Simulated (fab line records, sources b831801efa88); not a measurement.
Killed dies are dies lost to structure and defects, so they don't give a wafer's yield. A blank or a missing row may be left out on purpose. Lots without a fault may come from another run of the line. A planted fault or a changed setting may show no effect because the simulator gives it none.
fab line records | flow gf180mcu
record lots=13 wafers=39 last_day=34
route steps=602 shown STI@31 LVPWELL@58 MVPSD@89 VT_IMPLANT@135
lots that met no fault: from a run of the same line without faults
start_h: hours from the record's first day to the start of the lot's first wafer shown | wait_h: hours since the lot's step before | " the same as in the row above | L1.1+2: a row that stands for several wafers | - no value, or no start given | * or withheld: withheld | < > ~ a bound
route shown NAME@n: a module of which the file shows steps, and the number in the route of the first | usual: mean/standard deviation of fault-free wafers | same: alike in all rows | chamber/n: place in a boat | sites: the reading at each site | _std_site: their standard deviation | _edge_site: outer sites' mean less inner sites' | radius_mm: how far each site lies from the wafer's centre | mask NAME#n: copy n | behind: the tool/chamber that last shaped the wafer | hold: why the lot was held/for how many hours/how that ended | device: the transistor (n, p or np) that didn't switch | end of line: the same wafers' tests at the end of the route | a step without rows: its recipe alone | killed: dies lost to structure and defects at the first sort, not the wafer's yield | map: a wafer's dies, x killed, . not, _ none there
set.NAME: the setting as run; set.NAME@STEP: as run at that earlier step | model.NAME: the simulator's own value behind a step, which no gauge read
steps of the route over a sample of lots; a table a step, a row a wafer
services: from which hour (start_h, from the record's first day; less than 0 if before it) a tool's chamber was out of use, for how many hours, and why
## steps
# step GF_STI_THK_MEAS_30
# recipe reads=SiO2_of_STI_OXIDATION_29
# usual STI_OXIDATION_02_THK=9.98/0.21
# columns lot.wafer tool chamber start_h wait_h STI_OXIDATION_02_THK[nm]
L818.3 film_metro-01 - 35.77 0.0 9.99
L818.5 " - " " 10.08
L818.6 " - " " 9.88
L819.2 film_metro-04 - 40.63 0.0 9.94
L819.3 " - " " 9.93
L819.5 " - " " 9.92
L821.1 film_metro-02 - 53.36 0.0 10.48
L821.3 " - " " 10.43
L821.6 " - " " 10.35
L822.1 film_metro-04 - 59.16 0.0 10.18
L822.3 " - " " 10.35
L822.4 " - " " 10.05
L824.1 film_metro-02 - 72.79 0.0 10.15
L824.4 " - " " 10.20
L824.6 " - " " 10.44
L827.1 film_metro-04 - 90.46 0.0 10.07
L827.5 " - " " 9.84
L827.6 " - " " 10.03
L828.1 film_metro-02 - 97.37 0.0 10.19
L828.2 " - " " 10.06
L828.4 " - " " 10.09
L831.1 film_metro-02 - 106.74 0.0 9.80
L831.2 " - " " 9.66
L831.3 " - " " 9.83
L832.2 film_metro-02 - 114.16 0.0 9.76
L832.3 " - " " 9.74
L832.5 " - " " 9.95
L833.2 film_metro-04 - 114.16 0.0 9.88
L833.3 " - " " 9.90
L833.5 " - " " 9.60
L834.2 film_metro-02 - 119.87 0.0 10.00
L834.4 " - " " 10.03
L834.5 " - " " 10.03
L838.1 film_metro-04 - 141.18 0.0 9.91
L838.4 " - " " 10.00
L838.6 " - " " 10.04
L840.2 film_metro-04 - 150.82 0.0 9.86
L840.4 " - " " 10.07
L840.5 " - " " 9.84
# step GF_LVPWELL_EXPOSE_04
# recipe mask_id=LVPWELL target_cd_nm=600 na=0.6 source_shape=conventional sigma_outer=0.6 dose_mj=260
# columns lot.wafer tool chamber start_h wait_h mask
L818.3+5+6 iline_stepper-02 0 67.38 - LVPWELL#0
L819.2+3+5 iline_stepper-01 0 72.81 - LVPWELL#0
L821.1+3+6 iline_stepper-02 0 85.89 - LVPWELL#0
L822.1+3+4 iline_stepper-01 0 92.09 - MVSD#0
L824.1+4+6 iline_stepper-01 0 105.86 - LVPWELL#0
L827.1+5+6 iline_stepper-02 0 126.01 - LVPWELL#0
L828.1+2+4 iline_stepper-02 0 133.07 - LVPWELL#0
L831.1+2+3 iline_stepper-01 0 144.57 - LVPWELL#0
L832.2+3+5 iline_stepper-02 0 152.01 - LVPWELL#0
L833.2+3+5 iline_stepper-01 0 152.25 - LVPWELL#0
L834.2+4+5 iline_stepper-01 0 158.29 - LVPWELL#0
L838.1+4+6 iline_stepper-02 0 179.94 - LVPWELL#0
L840.2+4+5 iline_stepper-02 0 191.91 - LVPWELL#0
# step GF_LVPWELL_OVL_MEAS_07
# usual LVPWELL_OVL=0.5/1.6
# columns lot.wafer tool chamber start_h wait_h LVPWELL_OVL[nm]
L818.3 overlay-02 - 73.90 - -0.1
L818.5 " - " " 0.9
L818.6 " - " " 1.7
L819.2 overlay-02 - 79.39 - -2.9
L819.3 " - " " -2.7
L819.5 " - " " -2.5
L821.1 overlay-01 - 92.32 - 1.5
L821.3 " - " " -0.7
L821.6 " - " " 0.7
L822.1 overlay-02 - 98.14 - -
L822.3 " - " " -
L822.4 " - " " -
L824.1 overlay-02 - 112.89 - 1.4
L824.4 " - " " 1.3
L824.6 " - " " 1.9
L827.1 overlay-02 - 133.29 - 0.3
L827.5 " - " " -0.2
L827.6 " - " " 0.4
L828.1 overlay-01 - 140.59 - -2.8
L828.2 " - " " -0.5
L828.4 " - " " -1.5
L831.1 overlay-02 - 152.22 - -1.4
L831.2 " - " " 0.5
L831.3 " - " " 1.0
L832.2 overlay-02 - 159.94 - 3.5
L832.3 " - " " 2.0
L832.5 " - " " 1.8
L833.2 overlay-01 - 160.22 - -1.5
L833.3 " - " " -1.6
L833.5 " - " " -2.1
L834.2 overlay-02 - 166.04 - 0.5
L834.4 " - " " 0.3
L834.5 " - " " -0.5
L838.1 overlay-01 - 188.04 - 1.4
L838.4 " - " " 0.7
L838.6 " - " " 1.0
L840.2 overlay-02 - 200.04 - 1.9
L840.4 " - " " 1.3
L840.5 " - " " 2.6
# step GF_LVPWELL_TW_MEAS_11
# usual LVPWELL_TW=559/8
# columns lot.wafer tool chamber start_h wait_h LVPWELL_TW
L818.3 film_metro-04 - 74.34 0.1 551
L818.5 " - " " 550
L818.6 " - " " 554
L819.2 film_metro-04 - 79.83 0.1 553
L819.3 " - " " 553
L819.5 " - " " 551
L821.1 film_metro-03 - 92.76 0.1 569
L821.3 " - " " 569
L821.6 " - " " 565
L822.1 film_metro-03 - 98.60 0.1 30
L822.3 " - " " 31
L822.4 " - " " 30
L824.1 film_metro-04 - 113.32 0.1 552
L824.4 " - " " 550
L824.6 " - " " 550
L827.1 film_metro-03 - 133.72 0.1 571
L827.5 " - " " 571
L827.6 " - " " 571
L828.1 film_metro-03 - 141.02 0.1 572
L828.2 " - " " 573
L828.4 " - " " 573
L831.1 film_metro-04 - 152.65 0.1 549
L831.2 " - " " 552
L831.3 " - " " 551
L832.2 film_metro-01 - 160.38 0.1 557
L832.3 " - " " 555
L832.5 " - " " 556
L833.2 film_metro-04 - 160.66 0.1 554
L833.3 " - " " 550
L833.5 " - " " 550
L834.2 film_metro-03 - 166.48 0.1 566
L834.4 " - " " 567
L834.5 " - " " 565
L838.1 film_metro-03 - 188.47 0.1 566
L838.4 " - " " 568
L838.6 " - " " 566
L840.2 film_metro-04 - 200.48 0.1 554
L840.4 " - " " 555
L840.5 " - " " 557
# step GF_MVPSD_TW_MEAS_11
# usual MVPSD_TW=551/5.8
# columns lot.wafer tool chamber start_h wait_h MVPSD_TW
L818.3 film_metro-04 - 100.43 0.1 546
L818.5 " - " " 543
L818.6 " - " " 548
L819.2 film_metro-03 - 107.48 0.1 558
L819.3 " - " " 558
L819.5 " - " " 560
L821.1 film_metro-01 - 120.67 0.1 550
L821.3 " - " " 547
L821.6 " - " " 547
L822.1 film_metro-01 - 127.56 0.1 547
L822.3 " - " " 547
L822.4 " - " " 549
L824.1 film_metro-01 - 143.02 0.1 546
L824.4 " - " " 546
L824.6 " - " " 547
L827.1 film_metro-04 - 164.72 0.1 546
L827.5 " - " " 546
L827.6 " - " " 543
L828.1 film_metro-03 - 171.50 0.1 564
L828.2 " - " " 562
L828.4 " - " " 563
L831.1 film_metro-04 - 185.47 0.1 552
L831.2 " - " " 553
L831.3 " - " " 550
L832.2 film_metro-04 - 193.08 0.1 550
L832.3 " - " " 549
L832.5 " - " " 543
L833.2 film_metro-04 - 194.21 0.1 549
L833.3 " - " " 550
L833.5 " - " " 550
L834.2 film_metro-01 - 198.93 0.1 549
L834.4 " - " " 549
L834.5 " - " " 549
L838.1 film_metro-03 - 224.07 0.1 558
L838.4 " - " " 559
L838.6 " - " " 557
L840.2 film_metro-01 - 235.96 0.1 545
L840.4 " - " " 543
L840.5 " - " " 546
# step GF_VT_IMPLANT_RTA_45
# recipe temp_c=1050 time_s=30 ambient=N2
# usual chamber_o2_ppm=1.997/0.02 lamp_power_pct=33.4/1.9 wafer_temp_C_max=1054.3/2
# columns lot.wafer tool chamber start_h wait_h chamber_o2_ppm lamp_power_pct wafer_temp_C_max
L818.3 rtp_anneal-02 0 161.02 0.0 1.994 31.9 1053.3
L818.5 " 0 " " 1.985 32.0 1051.6
L818.6 " 0 " " 2.001 32.0 1052.9
L819.2 rtp_anneal-01 0 169.06 0.0 1.967 35.8 1055.9
L819.3 " 0 " " 1.994 35.8 1056.4
L819.5 " 0 " " 1.983 35.9 1058.5
L821.1 rtp_anneal-01 0 184.43 0.0 1.975 35.8 1056.8
L821.3 " 0 " " 2.003 35.9 1055.9
L821.6 " 0 " " 1.993 35.8 1055.8
L822.1 rtp_anneal-02 0 190.53 0.0 1.985 32.0 1053.1
L822.3 " 0 " " 2.017 32.0 1052.9
L822.4 " 0 " " 1.963 32.0 1053.1
L824.1 rtp_anneal-02 0 208.88 0.0 2.020 32.0 1052.6
L824.4 " 0 " " 1.992 32.0 1053.7
L824.6 " 0 " " 2.018 31.9 1052.8
L827.1 rtp_anneal-02 0 233.03 0.0 1.969 32.0 1052.7
L827.5 " 0 " " 1.995 32.0 1052.1
L827.6 " 0 " " 1.990 31.9 1052.6
L828.1 rtp_anneal-02 0 241.53 0.0 1.976 32.0 1052.6
L828.2 " 0 " " 1.961 32.0 1053.9
L828.4 " 0 " " 1.976 31.9 1052.4
L831.1 rtp_anneal-02 0 257.08 0.0 2.001 32.0 1052.8
L831.2 " 0 " " 2.007 32.0 1052.1
L831.3 " 0 " " 1.997 32.1 1053.4
L832.2 rtp_anneal-02 0 265.45 0.0 2.016 32.0 1053.1
L832.3 " 0 " " 2.033 32.0 1053.2
L832.5 " 0 " " 1.995 32.0 1052.4
L833.2 rtp_anneal-01 0 267.45 0.0 1.993 35.8 1056.6
L833.3 " 0 " " 2.016 35.9 1054.6
L833.5 " 0 " " 1.979 35.8 1057.6
L834.2 rtp_anneal-01 0 272.30 0.0 2.020 35.9 1056.9
L834.4 " 0 " " 2.003 35.8 1055.2
L834.5 " 0 " " 1.988 35.8 1057.5
L838.1 rtp_anneal-02 0 299.63 0.0 1.980 31.9 1052.9
L838.4 " 0 " " 2.012 32.0 1052.1
L838.6 " 0 " " 2.020 32.1 1052.9
L840.2 rtp_anneal-02 0 313.45 0.0 2.038 32.0 1053.3
L840.4 " 0 " " 2.037 32.0 1052.4
L840.5 " 0 " " 2.009 32.0 1052.7
## services
# columns tool chamber start_h hours kind
iline_stepper-02 - 59.57 1.7 pm
rtp_anneal-01 - 119.55 5.6 pm
rtp_anneal-02 - 190.70 1.4 pm
iline_stepper-01 - 261.16 1.7 pm
iline_stepper-01 - 263.13 6.7 repair
iline_stepper-02 - 277.75 1.7 pm
iline_stepper-01 - 285.85 2.1 pm
iline_stepper-01 - 287.93 - consumable_replace:lamp
## key
first_sign step=GF_LVPWELL_EXPOSE_04 reading=mask direction=changed
effect step=GF_LVPWELL_OVL_MEAS_07 reading=LVPWELL_OVL direction=missing
effect step=GF_LVPWELL_TW_MEAS_11 reading=LVPWELL_TW direction=down sigmas=66 usual=559 struck=30
met_at GF_LVPWELL_EXPOSE_04
struck_lots L822
sort_left_out L822.1,L822.3,L822.4
tester_left_out L822
not_acting_at GF_STI_THK_MEAS_30,GF_MVPSD_TW_MEAS_11,GF_VT_IMPLANT_RTA_45
onset_between 72.81 92.09
fault kind=wrong_mask tool=any chamber=- onset_h=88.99 steps=GF_LVPWELL_EXPOSE_04 aux_copy=MVSD#0 scope=struck_lots_only
# tester_left_out: of these lots the tester's yield and bins aren't shown, on N5 and GAA mostly nor the transistor test; their killed dies are dies lost to structure and defects alone, not to doping, threshold or leakage, so they don't give the yield
# sort_left_out: the simulated sort isn't trusted on such a fault, so these wafers' sort isn't shown, and their yield isn't known
